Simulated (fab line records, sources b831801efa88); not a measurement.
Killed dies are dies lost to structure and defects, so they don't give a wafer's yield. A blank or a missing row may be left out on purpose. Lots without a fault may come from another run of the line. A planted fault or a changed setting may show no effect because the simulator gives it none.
Which tool did it? | flow sky130 | 12 lots, 34 wafers sampled, at 2 steps of a route of 708

WHAT THE GAUGES READ, wafer by wafer
SKY_VIA1_RS_MEAS_22: measures by four-point-probe.
lot  | measured     | on            | VIA1_W_RS (ohm/sq)
L767 | day 36 02:58 | film_metro-02 | 0.432 0.426 0.421
L768 | day 36 05:30 | film_metro-04 | 0.425 0.425 0.424
L769 | day 36 06:11 | film_metro-01 | 0.429 0.428 0.426
L770 | day 36 12:22 | film_metro-04 | 0.431 0.424 0.427
L772 | day 36 23:19 | film_metro-01 | 0.426 0.426 0.419
L771 | day 37 00:27 | film_metro-01 | 0.425 0.422 0.425
L775 | day 38 00:56 | film_metro-01 | 0.425 0.422 0.416
L777 | day 38 16:41 | film_metro-04 | 0.424 0.433
L778 | day 39 01:58 | film_metro-02 | 0.426 0.418
L785 | day 40 23:22 | film_metro-02 | 0.430 0.428 0.433
L787 | day 41 10:55 | film_metro-01 | 0.448 0.444 0.423
L788 | day 41 12:25 | film_metro-01 | 0.427 0.435 0.423

WHICH TOOL RAN EACH LOT (tool, then ch and the chambers of the sampled wafers, then the start)
lot  | SKY_VIA1_SPUTTER_20
L767 | pvd_sputter-04, day 36 02:49
L768 | pvd_sputter-04, day 36 05:21
L769 | pvd_sputter-02, day 36 06:01
L770 | pvd_sputter-02, day 36 12:13
L772 | pvd_sputter-04, day 36 23:08
L771 | pvd_sputter-04, day 37 00:17
L775 | pvd_sputter-04, day 38 00:46
L777 | pvd_sputter-02, day 38 16:32
L778 | pvd_sputter-02, day 39 01:49
L785 | pvd_sputter-04, day 40 23:10
L787 | pvd_sputter-04, day 41 10:46
L788 | pvd_sputter-04, day 41 12:13
- SKY_VIA1_SPUTTER_20: material TiN, target thk 20 nm, time 80 s.

WHAT THE TOOLS THEMSELVES READ (means of the sampled wafers that have a number; where no wafer has one, the mark that the record gives instead)
SKY_VIA1_SPUTTER_20.
lot  | tool           | throttle_valve_pct (%)
L767 | pvd_sputter-04 | 30.0
L768 | pvd_sputter-04 | 28.2
L769 | pvd_sputter-02 | 29.8
L770 | pvd_sputter-02 | 29.7
L772 | pvd_sputter-04 | 29.1
L771 | pvd_sputter-04 | 28.9
L775 | pvd_sputter-04 | 29.0
L777 | pvd_sputter-02 | 29.5
L778 | pvd_sputter-02 | 29.2
L785 | pvd_sputter-04 | 29.0
L787 | pvd_sputter-04 | 29.1
L788 | pvd_sputter-04 | 29.6

THE ANSWER, worked out from the rows above alone
Rule: what is usual is taken from the lots themselves. Put in order of their means at a reading, lots are off if they are a third of the lots or fewer, leave a main group of 4 or more, and stand apart from it by a gap of 3 or more times the standard deviation of the main group's means; of several such gaps the widest counts. A main group whose means are all the same, to the digits that the tables above print for the reading, isn't used. A lot without any number at a reading at which 4 lots or more have one is off too. The other lots that the step has rows for count as sound. The gauges are gone through in route order, then the tools' own readings, and for those a lot's mean is taken as printed above. The first step at which some lot is off is used, and at that step the reading that is off furthest; a lot without a number counts as furthest.
No lot is off at any reading shown: from this, nothing can be told.

WHAT THE SIMULATOR HAD PUT IN
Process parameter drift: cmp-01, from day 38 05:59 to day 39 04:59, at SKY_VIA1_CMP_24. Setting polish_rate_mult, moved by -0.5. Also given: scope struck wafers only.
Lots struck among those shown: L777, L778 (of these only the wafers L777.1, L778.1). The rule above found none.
